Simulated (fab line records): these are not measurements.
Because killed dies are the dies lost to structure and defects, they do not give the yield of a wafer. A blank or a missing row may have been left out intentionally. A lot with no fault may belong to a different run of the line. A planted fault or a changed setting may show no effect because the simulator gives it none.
A struck lot beside a sound one | flow sky130 | 19 out of 708 route steps
Sound: wafers L425.3, L425.4, L425.5. Struck: wafer L433.2 (left out: L433.3, a lot-mate that was not struck); the cause follows at the end.
Per side, at each step with rows, come the tool, then ch with its chambers, and then its first start. Under that, the readings that differ: sound wafers | struck wafers | difference of the means | sigmas: that difference in standard deviations of wafers without a fault.
alike: readings with means less than 2 such deviations apart, plus words and numbers identical on both sides. not compared: withheld readings, readings lacking a value on some wafer, bounds such as >300 that could conceal the same value, and numbers that have no deviation in the record and whose values overlap.
Wherever a step has rows on one side only, a row that says differs or no value, or a row with sigmas, the two part there. When numbers do not overlap yet have no deviation, they are printed without sigmas and do not part them. A reading that every wafer of one side lacks parts them only if that side has two wafers or more.

first, 2 steps without rows for these wafers: SKY_LDD_HVN_PEB_05; SKY_LDD_HVN_DEVELOP_06 (develop time 60 s).
SKY_LDD_HVN_OVL_MEAS_07:
  struck on overlay-02, day 24 19:24; sound on overlay-01, day 21 18:30
  alike: LDD_HVN_OVL
following that, these wafers have no rows for 1 step: SKY_LDD_HVN_IMPLANT_08.
SKY_LDD_HVN_STRIP_09: strips in O2/N2.
  sound on plasma_asher-03 ch 0,1, day 21 18:43; struck on plasma_asher-03 ch 1, day 24 19:35
  reading                | sound | struck | difference                   | sigmas
  rf_hours_counter_h (h) | - - - | 15     | no value on the sound wafers |
  alike: drypump_motor_current_A, oes_product_au, strip_time_to_endpoint_s
SKY_LDD_HVN_TW_MEAS_10:
  struck on film_metro-02, day 24 19:41; sound on film_metro-04, day 21 18:48
  alike: LDD_HVN_TW
then, 6 steps without rows for these wafers: SKY_LDD_HVP_DEHYDRATE_00 (time 60 s); SKY_LDD_HVP_HMDS_01 (prime time 60 s); SKY_LDD_HVP_COAT_02 (resist thk 300 nm); SKY_LDD_HVP_SOFTBAKE_03 (time 60 s); SKY_LDD_HVP_EXPOSE_04 (exposes mask HVPTM, target cd 700 nm); SKY_LDD_HVP_PEB_05.
SKY_LDD_HVP_DEVELOP_06: develop time 60 s.
  sound on litho_track-02 ch 0, day 23 01:58; struck on litho_track-04 ch 0, day 26 00:55
SKY_LDD_HVP_OVL_MEAS_07:
  struck on overlay-01, day 26 01:03; sound on overlay-01, day 23 02:04
  alike: LDD_HVP_OVL
following that, these wafers have no rows for 1 step: SKY_LDD_HVP_IMPLANT_08.
SKY_LDD_HVP_STRIP_09: strips in O2/N2.
  sound on plasma_asher-01 ch 0,1, day 23 02:17; struck on plasma_asher-04 ch 0, day 26 01:14
  reading                | sound | struck | difference                   | sigmas
  rf_hours_counter_h (h) | - - - | 91     | no value on the sound wafers |
  alike: drypump_motor_current_A, oes_product_au, strip_time_to_endpoint_s
SKY_LDD_HVP_TW_MEAS_10:
  struck on film_metro-01, day 26 01:20; sound on film_metro-01, day 23 02:22
  reading    | sound       | struck | difference | sigmas
  LDD_HVP_TW | 451 451 450 | 428    | -23        | -6
then, 1 step without rows for these wafers: SKY_LDD_LDN_DEHYDRATE_00 (time 60 s).
-- record jumps: 23 days separate the struck wafers' starts on either side; left off in module LDD_LDN, taken up again in module PAD_OPEN, whose first shown step is the route's number 708 --
SKY_PAD_OPEN_PROBE_99:
  rows exist in the record for the struck wafers here (prober-01, day 48 16:56), but not for the sound ones

== WHERE THEY PART ==
First at SKY_LDD_HVN_STRIP_09; last, within this record, at SKY_PAD_OPEN_PROBE_99.

WHY: what the simulator had put in
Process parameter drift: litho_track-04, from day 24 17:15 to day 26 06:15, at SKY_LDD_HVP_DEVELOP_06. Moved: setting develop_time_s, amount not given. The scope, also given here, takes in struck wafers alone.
